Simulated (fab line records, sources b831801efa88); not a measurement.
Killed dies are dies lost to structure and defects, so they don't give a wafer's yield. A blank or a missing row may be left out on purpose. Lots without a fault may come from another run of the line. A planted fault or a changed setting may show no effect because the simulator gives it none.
Which tool did it? | flow sky130 | 11 lots, 33 wafers sampled, at 5 steps of a route of 708

WHAT THE GAUGES READ, wafer by wafer
SKY_VIA3_THK_MEAS_01.
lot  | measured     | on            | VIA3_HDPCVD_THK (nm)
L328 | day 39 15:11 | film_metro-03 | 1637 1645 1628
L327 | day 39 17:25 | film_metro-01 | 1625 1622 1606
L329 | day 40 04:27 | film_metro-03 | 1640 1634 1628
L330 | day 40 07:37 | film_metro-01 | 1638 1622 1623
L333 | day 41 00:32 | film_metro-03 | 1626 1653 1631
L335 | day 41 13:07 | film_metro-03 | 1626 1628 1649
L337 | day 42 02:59 | film_metro-01 | 2471 1631 1637
L338 | day 42 10:11 | film_metro-02 | 1631 2470 1638
L340 | day 42 22:11 | film_metro-03 | 1664 1649 1636
L341 | day 43 05:47 | film_metro-01 | 1614 1626 1646
L347 | day 44 16:37 | film_metro-01 | 1650 1658 1642

WHICH TOOL RAN EACH LOT (tool, then ch and the chambers of the sampled wafers, then the start)
lot  | SKY_METAL2_SPUTTER_03        | SKY_METAL2_DESCUM_17              | SKY_METAL2_STRIP_20                  | SKY_VIA3_HDPCVD_00
L328 | pvd_sputter-04, day 35 04:01 | rie_metal-04 ch 0,1, day 36 07:49 | plasma_asher-03 ch 0,1, day 36 07:59 | hdpcvd-02 ch 0,1,2, day 39 15:00
L327 | pvd_sputter-03, day 35 06:01 | rie_metal-03 ch 0,1, day 36 08:42 | plasma_asher-03 ch 0,1, day 36 08:54 | hdpcvd-02 ch 0,1, day 39 17:13
L329 | pvd_sputter-03, day 35 18:04 | rie_metal-03 ch 1, day 36 20:34   | plasma_asher-01 ch 0,1, day 36 20:56 | hdpcvd-02 ch 0,1,2, day 40 04:17
L330 | pvd_sputter-03, day 35 21:18 | rie_metal-01 ch 0,1, day 36 23:22 | plasma_asher-04 ch 0,1, day 36 23:34 | hdpcvd-02 ch 1,2, day 40 07:26
L333 | pvd_sputter-01, day 36 15:34 | rie_metal-04 ch 0,1, day 37 17:20 | plasma_asher-01 ch 0,1, day 37 17:31 | hdpcvd-01 ch 0,1,2, day 41 00:22
L335 | pvd_sputter-04, day 37 05:21 | rie_metal-01 ch 0,1, day 38 07:16 | plasma_asher-04 ch 0,1, day 38 07:26 | hdpcvd-01 ch 0,1, day 41 12:56
L337 | pvd_sputter-04, day 37 21:14 | rie_metal-01 ch 0,1, day 38 22:01 | plasma_asher-04 ch 0,1, day 38 22:11 | hdpcvd-01 ch 0,2, day 42 02:49
L338 | pvd_sputter-01, day 38 02:41 | rie_metal-03 ch 0,1, day 39 04:31 | plasma_asher-03 ch 0,1, day 39 04:44 | hdpcvd-01 ch 1,2, day 42 09:59
L340 | pvd_sputter-04, day 38 16:31 | rie_metal-01 ch 1, day 39 17:59   | plasma_asher-04 ch 1, day 39 18:10   | hdpcvd-02 ch 0,1, day 42 22:01
L341 | pvd_sputter-03, day 39 01:10 | rie_metal-01 ch 1, day 40 01:34   | plasma_asher-03 ch 0,1, day 40 01:46 | hdpcvd-02 ch 1,2, day 43 05:37
L347 | pvd_sputter-04, day 40 14:11 | rie_metal-04 ch 0,1, day 41 13:40 | plasma_asher-01 ch 0,1, day 41 13:50 | hdpcvd-02 ch 0,2, day 44 16:27
- SKY_METAL2_SPUTTER_03: material Ti, target thk 5 nm, time 3.3 s.
- SKY_METAL2_DESCUM_17: chemistry O2, time 8 s.
- SKY_METAL2_STRIP_20: strips in O2/N2.
- SKY_VIA3_HDPCVD_00: deposits SiO2, target thk 1635 nm, time 272.5 s.

WHAT THE TOOLS THEMSELVES READ (means of the sampled wafers that have a number; where no wafer has one, the mark that the record gives instead)
SKY_METAL2_SPUTTER_03.
lot  | tool           | throttle_valve_pct (%)
L328 | pvd_sputter-04 | 31.1
L327 | pvd_sputter-03 | 31.9
L329 | pvd_sputter-03 | 30.7
L330 | pvd_sputter-03 | 30.5
L333 | pvd_sputter-01 | 30.1
L335 | pvd_sputter-04 | 29.7
L337 | pvd_sputter-04 | 30.0
L338 | pvd_sputter-01 | 30.8
L340 | pvd_sputter-04 | 30.4
L341 | pvd_sputter-03 | 29.4
L347 | pvd_sputter-04 | 29.1

SKY_METAL2_DESCUM_17.
lot  | tool         | drypump_motor_current_A (A) | oes_product_au (a.u.)
L328 | rie_metal-04 | 5.2                         | 0.995
L327 | rie_metal-03 | 5.7                         | 0.994
L329 | rie_metal-03 | 6.2                         | 0.999
L330 | rie_metal-01 | 6.1                         | 0.991
L333 | rie_metal-04 | 5.2                         | 1.003
L335 | rie_metal-01 | 6.0                         | 0.994
L337 | rie_metal-01 | 6.0                         | 0.994
L338 | rie_metal-03 | 5.7                         | 0.988
L340 | rie_metal-01 | 6.1                         | 0.991
L341 | rie_metal-01 | 6.1                         | 0.996
L347 | rie_metal-04 | 5.2                         | 1.002

SKY_METAL2_STRIP_20.
lot  | tool            | drypump_motor_current_A (A) | oes_product_au (a.u.) | strip_time_to_endpoint_s (s)
L328 | plasma_asher-03 | 5.87                        | 0.341                 | 2.676
L327 | plasma_asher-03 | 5.77                        | 0.335                 | 2.686
L329 | plasma_asher-01 | 5.74                        | 0.341                 | 2.680
L330 | plasma_asher-04 | 5.53                        | 0.343                 | 2.729
L333 | plasma_asher-01 | 5.76                        | 0.344                 | 2.706
L335 | plasma_asher-04 | 5.42                        | 0.343                 | 2.711
L337 | plasma_asher-04 | 5.56                        | 0.347                 | 2.737
L338 | plasma_asher-03 | 5.78                        | 0.346                 | 2.739
L340 | plasma_asher-04 | 5.64                        | 0.348                 | 2.725
L341 | plasma_asher-03 | 5.86                        | 0.345                 | 2.707
L347 | plasma_asher-01 | 5.75                        | 0.344                 | 2.676

THE ANSWER, worked out from the rows above alone
Rule: what is usual is taken from the lots themselves. Put in order of their means at a reading, lots are off if they are a third of the lots or fewer, leave a main group of 4 or more, and stand apart from it by a gap of 3 or more times the standard deviation of the main group's means; of several such gaps the widest counts. A main group whose means are all the same, to the digits that the tables above print for the reading, isn't used. A lot without any number at a reading at which 4 lots or more have one is off too. The other lots that the step has rows for count as sound. The gauges are gone through in route order, then the tools' own readings, and for those a lot's mean is taken as printed above. The first step at which some lot is off is used, and at that step the reading that is off furthest; a lot without a number counts as furthest.
Off: L337, L338, at SKY_VIA3_THK_MEAS_01 (VIA3_HDPCVD_THK). The main group: mean 1635 nm, standard deviation 9.7.
A tool fits if, at a process step before that reading, it ran every lot that is off, and no sound lot after the first of them. The gauges at SKY_VIA3_THK_MEAS_01 are tried like those tools. One fits: hdpcvd-01 at SKY_VIA3_HDPCVD_00. Its last sound lot is L335 (day 41 12:56), its first lot that is off L337 (day 42 02:49): a fault that began between those two fits.

WHAT THE SIMULATOR HAD PUT IN
Process parameter drift: hdpcvd-01, from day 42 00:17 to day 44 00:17, at SKY_VIA3_HDPCVD_00. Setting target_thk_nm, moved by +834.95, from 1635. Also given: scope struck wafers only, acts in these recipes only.
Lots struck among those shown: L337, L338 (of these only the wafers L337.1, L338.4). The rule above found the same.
